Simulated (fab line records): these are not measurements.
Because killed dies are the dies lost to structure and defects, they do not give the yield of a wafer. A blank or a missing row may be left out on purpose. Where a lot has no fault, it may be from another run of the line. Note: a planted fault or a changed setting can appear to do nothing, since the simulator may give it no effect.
fab line records | flow gf180mcu
record lots=24 | wafers=72 | last-day=34
route steps=602 shown V1@357 M2@366 V2@399 M3@415 V3@451
lots that met no fault: from a run of the same line without faults
start-h: hours from the record's first day to the start of the lot's first wafer shown | wait-h: how many hours have passed since the lot's step before this one | " the same as in the row above | L1.1+2: several wafers, shown together as one row | - value missing, or start not given | * or withheld: withheld | < > ~ a bound
route shown NAME@n: a module of which the file shows steps, and the number in the route of the first | usual: the fault-free wafers' mean and standard deviation | same: alike in all rows | chamber/n: place in a boat | sites: readings site by site | _std_site: standard deviation of those values | _edge_site: mean of outer sites minus mean of inner sites | radius-mm: how far each site lies from the wafer's centre | mask NAME#n: copy n | behind: the last tool/chamber to shape the wafer | hold: why the lot went on hold/how many hours it stayed there/how the hold came to an end | device: the transistor (n, p or np) that didn't switch | end of line: tests run on the same wafers once the route is complete | a step without rows: its recipe alone | killed: the dies lost at the first sort to structure and to defects; this is not the yield of the wafer | map: a wafer's dies, x killed, . not, _ none there
set.NAME: the run value of the setting; set.NAME@STEP: its run value at that earlier step | model.NAME: the simulator's own value behind a step, which no gauge read
steps of the route over a sample of lots; a table a step, a row a wafer
services: from which hour (start-h, from the record's first day; less than 0 if before it) a tool's chamber was out of use, for how many hours, and why
## steps
# step GF_V1_SPUTTER_22
# recipe material=TiN | target-thk-nm=10 | chamber-pressure-pa=5 | power-w=4000 | time-s=40
# usual throttle-valve-pct=29.9/1
lot.wafer | tool           | chamber | start-h | wait-h | throttle-valve-pct
L074.4    | pvd-sputter-03 | -       | 412.62  | 0.0    | 29.7
L074.5    | "              | -       | "       | "      | 29.3
L074.6    | "              | -       | "       | "      | 29.7
L075.1    | pvd-sputter-02 | -       | 419.88  | 0.0    | 30.6
L075.2    | "              | -       | "       | "      | 30.2
L075.3    | "              | -       | "       | "      | 30.5
L076.1    | pvd-sputter-04 | -       | 430.46  | 0.0    | 29.5
L076.4    | "              | -       | "       | "      | 28.9
L076.5    | "              | -       | "       | "      | 31.9
L077.2    | pvd-sputter-03 | -       | 439.72  | 0.0    | 29.4
L077.3    | "              | -       | "       | "      | 30.4
L077.6    | "              | -       | "       | "      | 30.1
L078.2    | pvd-sputter-03 | -       | 450.73  | 0.0    | 29.6
L078.3    | "              | -       | "       | "      | 30.1
L078.5    | "              | -       | "       | "      | 29.2
L079.2    | pvd-sputter-02 | -       | 462.78  | 0.0    | 30.6
L079.5    | "              | -       | "       | "      | 30.8
L079.6    | "              | -       | "       | "      | 30.7
L080.1    | pvd-sputter-04 | -       | 476.69  | 0.0    | 29.4
L080.2    | "              | -       | "       | "      | 29.2
L080.4    | "              | -       | "       | "      | 29.2
L081.1    | pvd-sputter-02 | -       | 477.94  | 0.0    | 30.6
L081.4    | "              | -       | "       | "      | 27.6
L081.5    | "              | -       | "       | "      | 30.9
L082.1    | pvd-sputter-04 | -       | 493.86  | 0.0    | 30.5
L082.4    | "              | -       | "       | "      | 32.0
L082.5    | "              | -       | "       | "      | 30.6
L083.1    | pvd-sputter-03 | -       | 508.98  | 0.0    | 29.2
L083.4    | "              | -       | "       | "      | 29.7
L083.6    | "              | -       | "       | "      | 30.3
L084.2    | pvd-sputter-02 | -       | 511.26  | 0.0    | 30.6
L084.3    | "              | -       | "       | "      | 30.2
L084.4    | "              | -       | "       | "      | 27.8
L085.2    | pvd-sputter-02 | -       | 518.31  | 0.0    | 30.5
L085.4    | "              | -       | "       | "      | 28.0
L085.6    | "              | -       | "       | "      | 27.6
L086.1    | pvd-sputter-02 | -       | 520.93  | 0.0    | 30.5
L086.3    | "              | -       | "       | "      | 27.8
L086.4    | "              | -       | "       | "      | 30.2
L087.1    | pvd-sputter-02 | -       | 538.76  | 0.0    | 30.4
L087.2    | "              | -       | "       | "      | 27.8
L087.6    | "              | -       | "       | "      | 27.8
L088.1    | pvd-sputter-03 | -       | 543.53  | 0.0    | 29.2
L088.2    | "              | -       | "       | "      | 29.6
L088.5    | "              | -       | "       | "      | 29.3
L089.2    | pvd-sputter-04 | -       | 550.39  | 0.0    | 30.5
L089.5    | "              | -       | "       | "      | 29.4
L089.6    | "              | -       | "       | "      | 28.5
L090.1    | pvd-sputter-04 | -       | 562.01  | 0.0    | 29.3
L090.2    | "              | -       | "       | "      | 30.4
L090.6    | "              | -       | "       | "      | 28.9
L091.3    | pvd-sputter-04 | -       | 566.53  | 0.0    | 30.4
L091.4    | "              | -       | "       | "      | 31.8
L091.6    | "              | -       | "       | "      | 31.8
L092.1    | pvd-sputter-02 | -       | 571.99  | 0.0    | 27.8
L092.3    | "              | -       | "       | "      | 30.8
L092.5    | "              | -       | "       | "      | 30.2
L093.1    | pvd-sputter-03 | -       | 583.48  | 0.0    | 29.7
L093.2    | "              | -       | "       | "      | 29.6
L093.4    | "              | -       | "       | "      | 30.1
L094.2    | pvd-sputter-02 | -       | 589.63  | 0.0    | 30.6
L094.4    | "              | -       | "       | "      | 27.6
L094.6    | "              | -       | "       | "      | 30.6
L095.1    | pvd-sputter-02 | -       | 592.88  | 0.0    | 30.0
L095.3    | "              | -       | "       | "      | 30.4
L095.4    | "              | -       | "       | "      | 27.7
L096.3    | pvd-sputter-03 | -       | 601.34  | 0.0    | 30.1
L096.4    | "              | -       | "       | "      | 29.4
L096.6    | "              | -       | "       | "      | 29.8
L097.2    | pvd-sputter-04 | -       | 613.31  | 0.0    | 29.0
L097.5    | "              | -       | "       | "      | 29.6
L097.6    | "              | -       | "       | "      | 29.0
# step GF_M2_SPUTTER_04
# recipe material=TiN | target-thk-nm=50 | power-w=6500 | time-s=41.7 | chamber-pressure-pa=0.4
# usual throttle-valve-pct=30.1/0.79
lot.wafer | tool           | chamber | start-h | wait-h | throttle-valve-pct
L074.4    | pvd-sputter-04 | -       | 413.43  | 0.0    | 29.2
L074.5    | "              | -       | "       | "      | 28.8
L074.6    | "              | -       | "       | "      | 30.6
L075.1    | pvd-sputter-04 | -       | 420.69  | 0.0    | 30.6
L075.2    | "              | -       | "       | "      | 29.1
L075.3    | "              | -       | "       | "      | 31.8
L076.1    | pvd-sputter-03 | -       | 431.27  | 0.0    | 30.2
L076.4    | "              | -       | "       | "      | 29.4
L076.5    | "              | -       | "       | "      | 30.0
L077.2    | pvd-sputter-04 | -       | 440.53  | 0.0    | 30.5
L077.3    | "              | -       | "       | "      | 28.8
L077.6    | "              | -       | "       | "      | 30.5
L078.2    | pvd-sputter-04 | -       | 451.55  | 0.0    | 31.8
L078.3    | "              | -       | "       | "      | 30.5
L078.5    | "              | -       | "       | "      | 30.5
L079.2    | pvd-sputter-04 | -       | 463.60  | 0.0    | 31.8
L079.5    | "              | -       | "       | "      | 30.5
L079.6    | "              | -       | "       | "      | 31.9
L080.1    | pvd-sputter-01 | -       | 477.50  | 0.0    | 30.4
L080.2    | "              | -       | "       | "      | 30.3
L080.4    | "              | -       | "       | "      | 30.3
L081.1    | pvd-sputter-03 | -       | 478.76  | 0.0    | 29.7
L081.4    | "              | -       | "       | "      | 29.1
L081.5    | "              | -       | "       | "      | 29.5
L082.1    | pvd-sputter-03 | -       | 494.68  | 0.0    | 29.3
L082.4    | "              | -       | "       | "      | 29.6
L082.5    | "              | -       | "       | "      | 29.4
L083.1    | pvd-sputter-01 | -       | 509.80  | 0.0    | 30.2
L083.4    | "              | -       | "       | "      | 30.2
L083.6    | "              | -       | "       | "      | 30.3
L084.2    | pvd-sputter-03 | -       | 512.08  | 0.0    | 29.5
L084.3    | "              | -       | "       | "      | 29.4
L084.4    | "              | -       | "       | "      | 30.2
L085.2    | pvd-sputter-03 | -       | 519.13  | 0.0    | 29.1
L085.4    | "              | -       | "       | "      | 29.8
L085.6    | "              | -       | "       | "      | 29.6
L086.1    | pvd-sputter-03 | -       | 522.23  | 0.0    | 29.1
L086.3    | "              | -       | "       | "      | 30.2
L086.4    | "              | -       | "       | "      | 30.3
L087.1    | pvd-sputter-04 | -       | 539.57  | 0.0    | 30.4
L087.2    | "              | -       | "       | "      | 31.8
L087.6    | "              | -       | "       | "      | 31.5
L088.1    | pvd-sputter-01 | -       | 544.35  | 0.0    | 30.5
L088.2    | "              | -       | "       | "      | 30.3
L088.5    | "              | -       | "       | "      | 30.5
L089.2    | pvd-sputter-03 | -       | 551.21  | 0.0    | 30.3
L089.5    | "              | -       | "       | "      | 30.2
L089.6    | "              | -       | "       | "      | 30.1
L090.1    | pvd-sputter-01 | -       | 562.83  | 0.0    | 30.1
L090.2    | "              | -       | "       | "      | 31.1
L090.6    | "              | -       | "       | "      | 30.1
L091.3    | pvd-sputter-04 | -       | 568.01  | 0.0    | 31.7
L091.4    | "              | -       | "       | "      | 30.2
L091.6    | "              | -       | "       | "      | 28.8
L092.1    | pvd-sputter-03 | -       | 572.81  | 0.0    | 29.9
L092.3    | "              | -       | "       | "      | 29.7
L092.5    | "              | -       | "       | "      | 30.3
L093.1    | pvd-sputter-01 | -       | 584.41  | 0.0    | 30.0
L093.2    | "              | -       | "       | "      | 30.2
L093.4    | "              | -       | "       | "      | 30.4
L094.2    | pvd-sputter-03 | -       | 590.44  | 0.0    | 30.2
L094.4    | "              | -       | "       | "      | 29.0
L094.6    | "              | -       | "       | "      | 29.8
L095.1    | pvd-sputter-03 | -       | 593.69  | 0.0    | 29.1
L095.3    | "              | -       | "       | "      | 29.9
L095.4    | "              | -       | "       | "      | 29.7
L096.3    | pvd-sputter-04 | -       | 602.16  | 0.0    | 29.0
L096.4    | "              | -       | "       | "      | 31.9
L096.6    | "              | -       | "       | "      | 31.6
L097.2    | pvd-sputter-04 | -       | 614.12  | 0.0    | 28.9
L097.5    | "              | -       | "       | "      | 28.9
L097.6    | "              | -       | "       | "      | 30.3
# step GF_V2_ETCH_17
# recipe chemistry=C4F8/O2/Ar | mask-material=KrF | target=SiO2 | stop-on=TiN | source-w=1500 | bias-w=1200 | pressure-mtorr=40 | c4f8-flow-sccm=withheld | O2_flow_sccm=6 | Ar_flow_sccm=300 | time-s=withheld | target-depth-a=6300
# usual oes-product-au=0.856/0.0052
lot.wafer | tool        | chamber | start-h | wait-h | oes-product-au
L074.4    | rie-diel-04 | 2       | -       | -      | 0.848
L074.5    | "           | 3       | "       | "      | 0.856
L074.6    | "           | 2       | "       | "      | 0.856
L075.1    | rie-diel-04 | 2       | -       | -      | 0.853
L075.2    | "           | 3       | "       | "      | 0.858
L075.3    | "           | 0       | "       | "      | 0.864
L076.1    | rie-diel-02 | 3       | -       | -      | 0.855
L076.4    | "           | 1       | "       | "      | 0.860
L076.5    | "           | 3       | "       | "      | 0.859
L077.2    | rie-diel-02 | 2       | -       | -      | 0.854
L077.3    | "           | 1       | "       | "      | 0.861
L077.6    | "           | 3       | "       | "      | 0.856
L078.2    | rie-diel-02 | 2       | -       | -      | 0.850
L078.3    | "           | 3       | "       | "      | 0.866
L078.5    | "           | 3       | "       | "      | 0.849
L079.2    | rie-diel-02 | 0       | -       | -      | 0.844
L079.5    | "           | 0       | "       | "      | 0.856
L079.6    | "           | 1       | "       | "      | 0.859
L080.1    | rie-diel-04 | 0       | -       | -      | 0.851
L080.2    | "           | 3       | "       | "      | 0.856
L080.4    | "           | 2       | "       | "      | 0.850
L081.1    | rie-diel-02 | 2       | -       | -      | 0.858
L081.4    | "           | 3       | "       | "      | 0.861
L081.5    | "           | 0       | "       | "      | 0.856
L082.1    | rie-diel-04 | 0       | -       | -      | 0.866
L082.4    | "           | 0       | "       | "      | 0.858
L082.5    | "           | 2       | "       | "      | 0.861
L083.1    | rie-diel-02 | 1       | -       | -      | 0.861
L083.4    | "           | 1       | "       | "      | 0.856
L083.6    | "           | 2       | "       | "      | 0.853
L084.2    | rie-diel-03 | 0       | -       | -      | 0.850
L084.3    | "           | 1       | "       | "      | 0.850
L084.4    | "           | 3       | "       | "      | 0.855
L085.2    | rie-diel-03 | 1       | -       | -      | 0.851
L085.4    | "           | 2       | "       | "      | 0.859
L085.6    | "           | 0       | "       | "      | 0.861
L086.1    | rie-diel-03 | 0       | -       | -      | 0.863
L086.3    | "           | 1       | "       | "      | 0.859
L086.4    | "           | 3       | "       | "      | 0.852
L087.1    | rie-diel-03 | 0       | -       | -      | 0.851
L087.2    | "           | 1       | "       | "      | 0.863
L087.6    | "           | 2       | "       | "      | 0.852
L088.1    | rie-diel-02 | 1       | -       | -      | 0.858
L088.2    | "           | 3       | "       | "      | 0.861
L088.5    | "           | 0       | "       | "      | 0.861
L089.2    | rie-diel-04 | 1       | -       | -      | 0.852
L089.5    | "           | 0       | "       | "      | 0.860
L089.6    | "           | 3       | "       | "      | 0.857
L090.1    | rie-diel-04 | 2       | -       | -      | 0.856
L090.2    | "           | 0       | "       | "      | 0.865
L090.6    | "           | 0       | "       | "      | 0.857
L091.3    | rie-diel-02 | 0       | -       | -      | 0.852
L091.4    | "           | 3       | "       | "      | 0.852
L091.6    | "           | 2       | "       | "      | 0.862
L092.1    | rie-diel-03 | 0       | -       | -      | 0.851
L092.3    | "           | 1       | "       | "      | 0.856
L092.5    | "           | 0       | "       | "      | 0.858
L093.1    | rie-diel-03 | 0       | -       | -      | 0.850
L093.2    | "           | 3       | "       | "      | 0.851
L093.4    | "           | 2       | "       | "      | 0.851
L094.2    | rie-diel-04 | 3       | -       | -      | 0.858
L094.4    | "           | 2       | "       | "      | 0.859
L094.6    | "           | 1       | "       | "      | 0.858
L095.1    | rie-diel-02 | 2       | -       | -      | 0.852
L095.3    | "           | 0       | "       | "      | 0.859
L095.4    | "           | 0       | "       | "      | 0.865
L096.3    | rie-diel-02 | 3       | -       | -      | 0.858
L096.4    | "           | 2       | "       | "      | 0.862
L096.6    | "           | 3       | "       | "      | 0.862
L097.2    | rie-diel-04 | 3       | -       | -      | 0.858
L097.5    | "           | 0       | "       | "      | 0.855
L097.6    | "           | 3       | "       | "      | 0.859
# step GF_V2_SPUTTER_21
# recipe material=Ti | target-thk-nm=15 | chamber-pressure-pa=5 | power-w=2500 | substrate-temp-c=200 | time-s=80.02
# usual substrate-temp-c=200.00/0.16 | throttle-valve-pct=29.9/1
lot.wafer | tool           | chamber | start-h | wait-h | substrate-temp-c | throttle-valve-pct
L074.4    | pvd-sputter-03 | -       | 464.75  | 0.0    | 200.16           | 30.2
L074.5    | "              | -       | "       | "      | 200.29           | 29.1
L074.6    | "              | -       | "       | "      | 200.23           | 30.0
L075.1    | pvd-sputter-03 | -       | 471.54  | 0.0    | 200.13           | 30.2
L075.2    | "              | -       | "       | "      | 199.96           | 29.9
L075.3    | "              | -       | "       | "      | 199.88           | 29.2
L076.1    | pvd-sputter-01 | -       | 482.50  | 0.0    | 199.83           | 30.5
L076.4    | "              | -       | "       | "      | 199.93           | 31.0
L076.5    | "              | -       | "       | "      | 200.10           | 30.2
L077.2    | pvd-sputter-02 | -       | 491.22  | 0.0    | 199.91           | 30.1
L077.3    | "              | -       | "       | "      | 199.86           | 30.3
L077.6    | "              | -       | "       | "      | 199.92           | 30.6
L078.2    | pvd-sputter-02 | -       | 502.49  | 0.0    | 200.16           | 30.1
L078.3    | "              | -       | "       | "      | 199.78           | 27.8
L078.5    | "              | -       | "       | "      | 200.03           | 30.6
L079.2    | pvd-sputter-02 | -       | 513.65  | 0.0    | 200.07           | 27.7
L079.5    | "              | -       | "       | "      | 200.06           | 30.4
L079.6    | "              | -       | "       | "      | 199.82           | 30.7
L080.1    | pvd-sputter-03 | -       | 526.37  | 0.0    | 200.32           | 29.3
L080.2    | "              | -       | "       | "      | 200.01           | 30.0
L080.4    | "              | -       | "       | "      | 200.04           | 29.8
L081.1    | pvd-sputter-02 | -       | 527.95  | 0.0    | 200.08           | 28.0
L081.4    | "              | -       | "       | "      | 199.93           | 30.2
L081.5    | "              | -       | "       | "      | 199.78           | 30.4
L082.1    | pvd-sputter-02 | -       | 544.37  | 0.0    | 200.07           | 30.1
L082.4    | "              | -       | "       | "      | 200.10           | 27.8
L082.5    | "              | -       | "       | "      | 199.89           | 27.9
L083.1    | pvd-sputter-01 | -       | 557.89  | 0.0    | 200.31           | 30.3
L083.4    | "              | -       | "       | "      | 199.77           | 30.9
L083.6    | "              | -       | "       | "      | 199.95           | 30.3
L084.2    | pvd-sputter-01 | -       | 560.67  | 0.0    | 200.08           | 30.9
L084.3    | "              | -       | "       | "      | 199.98           | 30.2
L084.4    | "              | -       | "       | "      | 199.82           | 30.3
L085.2    | pvd-sputter-01 | -       | 566.66  | 0.0    | 199.75           | 30.9
L085.4    | "              | -       | "       | "      | 200.19           | 30.5
L085.6    | "              | -       | "       | "      | 199.88           | 30.3
L086.1    | pvd-sputter-02 | -       | 569.73  | 0.0    | 200.11           | 30.2
L086.3    | "              | -       | "       | "      | 199.93           | 30.8
L086.4    | "              | -       | "       | "      | 199.99           | 30.5
L087.1    | pvd-sputter-02 | -       | 586.34  | 0.0    | 199.84           | 30.3
L087.2    | "              | -       | "       | "      | 199.65           | 27.7
L087.6    | "              | -       | "       | "      | 200.03           | 30.6
L088.1    | pvd-sputter-02 | -       | 590.48  | 0.0    | 199.92           | 30.0
L088.2    | "              | -       | "       | "      | 200.09           | 27.9
L088.5    | "              | -       | "       | "      | 199.78           | 27.5
L089.2    | pvd-sputter-02 | -       | 596.33  | 0.0    | 200.20           | 27.6
L089.5    | "              | -       | "       | "      | 200.00           | 27.5
L089.6    | "              | -       | "       | "      | 199.85           | 30.6
L090.1    | pvd-sputter-02 | -       | 608.55  | 0.0    | 200.02           | 30.3
L090.2    | "              | -       | "       | "      | 199.81           | 30.6
L090.6    | "              | -       | "       | "      | 200.32           | 27.8
L091.3    | pvd-sputter-02 | -       | 612.55  | 0.0    | 200.10           | 30.5
L091.4    | "              | -       | "       | "      | 199.78           | 30.8
L091.6    | "              | -       | "       | "      | 200.05           | 30.3
L092.1    | pvd-sputter-01 | -       | 616.70  | 0.0    | 199.73           | 30.3
L092.3    | "              | -       | "       | "      | 199.94           | 31.0
L092.5    | "              | -       | "       | "      | 200.03           | 31.0
L093.1    | pvd-sputter-02 | -       | 627.43  | 0.0    | 200.17           | 27.8
L093.2    | "              | -       | "       | "      | 199.95           | 30.7
L093.4    | "              | -       | "       | "      | 199.64           | 30.3
L094.2    | pvd-sputter-02 | -       | 633.77  | 0.0    | 199.90           | 30.1
L094.4    | "              | -       | "       | "      | 199.85           | 27.9
L094.6    | "              | -       | "       | "      | 200.03           | 30.1
L095.1    | pvd-sputter-03 | -       | 637.57  | 0.0    | 199.93           | 29.5
L095.3    | "              | -       | "       | "      | 199.99           | 29.2
L095.4    | "              | -       | "       | "      | 200.11           | 30.4
L096.3    | pvd-sputter-02 | -       | 645.56  | 0.0    | 200.00           | 30.3
L096.4    | "              | -       | "       | "      | 200.33           | 30.8
L096.6    | "              | -       | "       | "      | 200.07           | 30.2
L097.2    | pvd-sputter-02 | -       | 657.23  | 0.0    | 199.80           | 28.1
L097.5    | "              | -       | "       | "      | 199.86           | 27.7
L097.6    | "              | -       | "       | "      | 200.03           | 30.1
# step GF_M3_THK_MEAS_06
# recipe thk-meas-gauge=xrf | reads=AlCu_of_M3_SPUTTER_02
# usual M3_ALCU_THK=459/5.5
lot.wafer | tool          | chamber | start-h | wait-h | M3_ALCU_THK[nm]
L074.4    | film-metro-04 | -       | 465.82  | 0.1    | 450
L074.5    | "             | -       | "       | "      | 449
L074.6    | "             | -       | "       | "      | 460
L075.1    | film-metro-01 | -       | 472.57  | 0.1    | 468
L075.2    | "             | -       | "       | "      | 467
L075.3    | "             | -       | "       | "      | 462
L076.1    | film-metro-04 | -       | 483.64  | 0.1    | 455
L076.4    | "             | -       | "       | "      | 459
L076.5    | "             | -       | "       | "      | 454
L077.2    | film-metro-01 | -       | 492.26  | 0.1    | 453
L077.3    | "             | -       | "       | "      | 465
L077.6    | "             | -       | "       | "      | 451
L078.2    | film-metro-03 | -       | 503.53  | 0.1    | 454
L078.3    | "             | -       | "       | "      | 459
L078.5    | "             | -       | "       | "      | 462
L079.2    | film-metro-04 | -       | 514.70  | 0.1    | 447
L079.5    | "             | -       | "       | "      | 448
L079.6    | "             | -       | "       | "      | 446
L080.1    | film-metro-01 | -       | 527.40  | 0.1    | 467
L080.2    | "             | -       | "       | "      | 465
L080.4    | "             | -       | "       | "      | 463
L081.1    | film-metro-03 | -       | 528.99  | 0.1    | 451
L081.4    | "             | -       | "       | "      | 457
L081.5    | "             | -       | "       | "      | 457
L082.1    | film-metro-04 | -       | 545.40  | 0.1    | 465
L082.4    | "             | -       | "       | "      | 456
L082.5    | "             | -       | "       | "      | 468
L083.1    | film-metro-04 | -       | 558.92  | 0.1    | 459
L083.4    | "             | -       | "       | "      | 472
L083.6    | "             | -       | "       | "      | 463
L084.2    | film-metro-03 | -       | 561.71  | 0.1    | 462
L084.3    | "             | -       | "       | "      | 455
L084.4    | "             | -       | "       | "      | 464
L085.2    | film-metro-03 | -       | 568.28  | 0.1    | 461
L085.4    | "             | -       | "       | "      | 455
L085.6    | "             | -       | "       | "      | 458
L086.1    | film-metro-04 | -       | 570.77  | 0.1    | 459
L086.3    | "             | -       | "       | "      | 468
L086.4    | "             | -       | "       | "      | 458
L087.1    | film-metro-03 | -       | 587.37  | 0.1    | 462
L087.2    | "             | -       | "       | "      | 458
L087.6    | "             | -       | "       | "      | 464
L088.1    | film-metro-03 | -       | 591.51  | 0.1    | 454
L088.2    | "             | -       | "       | "      | 454
L088.5    | "             | -       | "       | "      | 457
L089.2    | film-metro-01 | -       | 597.38  | 0.1    | 465
L089.5    | "             | -       | "       | "      | 456
L089.6    | "             | -       | "       | "      | 470
L090.1    | film-metro-04 | -       | 609.58  | 0.1    | 462
L090.2    | "             | -       | "       | "      | 455
L090.6    | "             | -       | "       | "      | 466
L091.3    | film-metro-01 | -       | 613.60  | 0.1    | 457
L091.4    | "             | -       | "       | "      | 457
L091.6    | "             | -       | "       | "      | 455
L092.1    | film-metro-01 | -       | 617.89  | 0.1    | 453
L092.3    | "             | -       | "       | "      | 453
L092.5    | "             | -       | "       | "      | 455
L093.1    | film-metro-04 | -       | 628.47  | 0.1    | 465
L093.2    | "             | -       | "       | "      | 461
L093.4    | "             | -       | "       | "      | 459
L094.2    | film-metro-03 | -       | 634.81  | 0.1    | 456
L094.4    | "             | -       | "       | "      | 455
L094.6    | "             | -       | "       | "      | 453
L095.1    | film-metro-01 | -       | 638.60  | 0.1    | 452
L095.3    | "             | -       | "       | "      | 455
L095.4    | "             | -       | "       | "      | 454
L096.3    | film-metro-03 | -       | 646.61  | 0.1    | 460
L096.4    | "             | -       | "       | "      | 457
L096.6    | "             | -       | "       | "      | 458
L097.2    | film-metro-01 | -       | 658.30  | 0.1    | 459
L097.5    | "             | -       | "       | "      | 458
L097.6    | "             | -       | "       | "      | 450
# step GF_V3_SPUTTER_22
# recipe material=TiN | target-thk-nm=10 | chamber-pressure-pa=5 | power-w=4000 | time-s=40
# usual throttle-valve-pct=29.8/0.94
lot.wafer | tool           | chamber | start-h | wait-h | throttle-valve-pct
L074.4    | pvd-sputter-02 | -       | 515.68  | 0.0    | 30.1
L074.5    | "              | -       | "       | "      | 27.6
L074.6    | "              | -       | "       | "      | 30.6
L075.1    | pvd-sputter-04 | -       | 522.91  | 0.0    | 31.8
L075.2    | "              | -       | "       | "      | 29.6
L075.3    | "              | -       | "       | "      | 30.5
L076.1    | pvd-sputter-02 | -       | 532.40  | 0.0    | 30.6
L076.4    | "              | -       | "       | "      | 30.5
L076.5    | "              | -       | "       | "      | 28.2
L077.2    | pvd-sputter-03 | -       | 541.64  | 0.0    | 30.4
L077.3    | "              | -       | "       | "      | 29.8
L077.6    | "              | -       | "       | "      | 29.8
L078.2    | pvd-sputter-04 | -       | 551.99  | 0.0    | 31.7
L078.3    | "              | -       | "       | "      | 28.8
L078.5    | "              | -       | "       | "      | 28.9
L079.2    | pvd-sputter-03 | -       | 562.24  | 0.0    | 30.4
L079.5    | "              | -       | "       | "      | 29.6
L079.6    | "              | -       | "       | "      | 30.0
L080.1    | pvd-sputter-03 | -       | 574.46  | 0.0    | 30.3
L080.2    | "              | -       | "       | "      | 29.6
L080.4    | "              | -       | "       | "      | 30.1
L081.1    | pvd-sputter-02 | -       | 576.28  | 0.0    | 30.9
L081.4    | "              | -       | "       | "      | 27.8
L081.5    | "              | -       | "       | "      | 27.9
L082.1    | pvd-sputter-03 | -       | 591.93  | 0.0    | 30.4
L082.4    | "              | -       | "       | "      | 29.9
L082.5    | "              | -       | "       | "      | 29.8
L083.1    | pvd-sputter-03 | -       | 603.79  | 0.0    | 29.6
L083.4    | "              | -       | "       | "      | 29.3
L083.6    | "              | -       | "       | "      | 29.3
L084.2    | pvd-sputter-03 | -       | 606.26  | 0.0    | 30.4
L084.3    | "              | -       | "       | "      | 29.9
L084.4    | "              | -       | "       | "      | 29.6
L085.2    | pvd-sputter-03 | -       | 612.96  | 0.0    | 29.7
L085.4    | "              | -       | "       | "      | 30.1
L085.6    | "              | -       | "       | "      | 30.1
L086.1    | pvd-sputter-02 | -       | 616.34  | 0.0    | 30.4
L086.3    | "              | -       | "       | "      | 27.7
L086.4    | "              | -       | "       | "      | 30.7
L087.1    | pvd-sputter-03 | -       | 630.53  | 0.0    | 29.7
L087.2    | "              | -       | "       | "      | 29.3
L087.6    | "              | -       | "       | "      | 29.5
L088.1    | pvd-sputter-02 | -       | 635.14  | 0.0    | 29.8
L088.2    | "              | -       | "       | "      | 30.3
L088.5    | "              | -       | "       | "      | 30.3
L089.2    | pvd-sputter-04 | -       | 641.47  | 0.0    | 31.7
L089.5    | "              | -       | "       | "      | 31.9
L089.6    | "              | -       | "       | "      | 30.3
L090.1    | pvd-sputter-03 | -       | 651.42  | 0.0    | 29.8
L090.2    | "              | -       | "       | "      | 30.2
L090.6    | "              | -       | "       | "      | 29.8
L091.3    | pvd-sputter-02 | -       | 655.77  | 0.0    | 30.4
L091.4    | "              | -       | "       | "      | 27.6
L091.6    | "              | -       | "       | "      | 27.8
L092.1    | pvd-sputter-04 | -       | 660.66  | 0.0    | 29.0
L092.3    | "              | -       | "       | "      | 29.5
L092.5    | "              | -       | "       | "      | 30.5
L093.1    | pvd-sputter-02 | -       | 670.08  | 0.0    | 27.8
L093.2    | "              | -       | "       | "      | 30.7
L093.4    | "              | -       | "       | "      | 30.3
L094.2    | pvd-sputter-02 | -       | 676.29  | 0.0    | 30.4
L094.4    | "              | -       | "       | "      | 27.9
L094.6    | "              | -       | "       | "      | 30.8
L095.1    | pvd-sputter-03 | -       | 679.62  | 0.0    | 29.3
L095.3    | "              | -       | "       | "      | 29.6
L095.4    | "              | -       | "       | "      | 30.3
L096.3    | pvd-sputter-03 | -       | 686.18  | 0.0    | 30.5
L096.4    | "              | -       | "       | "      | 28.9
L096.6    | "              | -       | "       | "      | 30.2
L097.2    | pvd-sputter-04 | -       | 697.78  | 0.0    | 29.3
L097.5    | "              | -       | "       | "      | 31.9
L097.6    | "              | -       | "       | "      | 30.6
## services
tool           | chamber | start-h | hours | kind
pvd-sputter-01 | -       | 391.13  | 4.3   | repair
rie-diel-04    | 3       | 422.20  | 3.3   | repair
pvd-sputter-01 | -       | 429.76  | 3.0   | repair
rie-diel-03    | 1       | 430.55  | 3.2   | repair
rie-diel-03    | -       | 445.73  | 2.2   | repair
rie-diel-04    | 3       | 448.00  | 3.9   | repair
rie-diel-03    | 1       | 461.92  | 1.9   | repair
pvd-sputter-01 | -       | 478.90  | 2.3   | repair
pvd-sputter-01 | -       | 490.01  | 11.6  | repair
rie-diel-02    | 3       | 504.05  | 2.9   | repair
rie-diel-03    | -       | 510.04  | 14.6  | pm
rie-diel-03    | 2       | 528.47  | 1.9   | repair
pvd-sputter-04 | -       | 529.79  | 0.6   | repair
rie-diel-02    | 3       | 549.29  | 9.9   | repair
rie-diel-02    | -       | 559.84  | 0.6   | repair
rie-diel-04    | 1       | 582.83  | 2.6   | repair
pvd-sputter-03 | -       | 587.28  | 2.5   | repair
pvd-sputter-02 | -       | 602.87  | 5.4   | repair
rie-diel-04    | 3       | 607.54  | 4.2   | repair
pvd-sputter-03 | -       | 641.78  | 1.8   | repair
rie-diel-02    | 3       | 667.13  | 6.8   | repair
pvd-sputter-04 | -       | 675.54  | 7.7   | repair
pvd-sputter-02 | -       | 693.79  | 6.3   | repair
rie-diel-04    | 2       | 696.53  | 7.3   | repair
## key
fault none
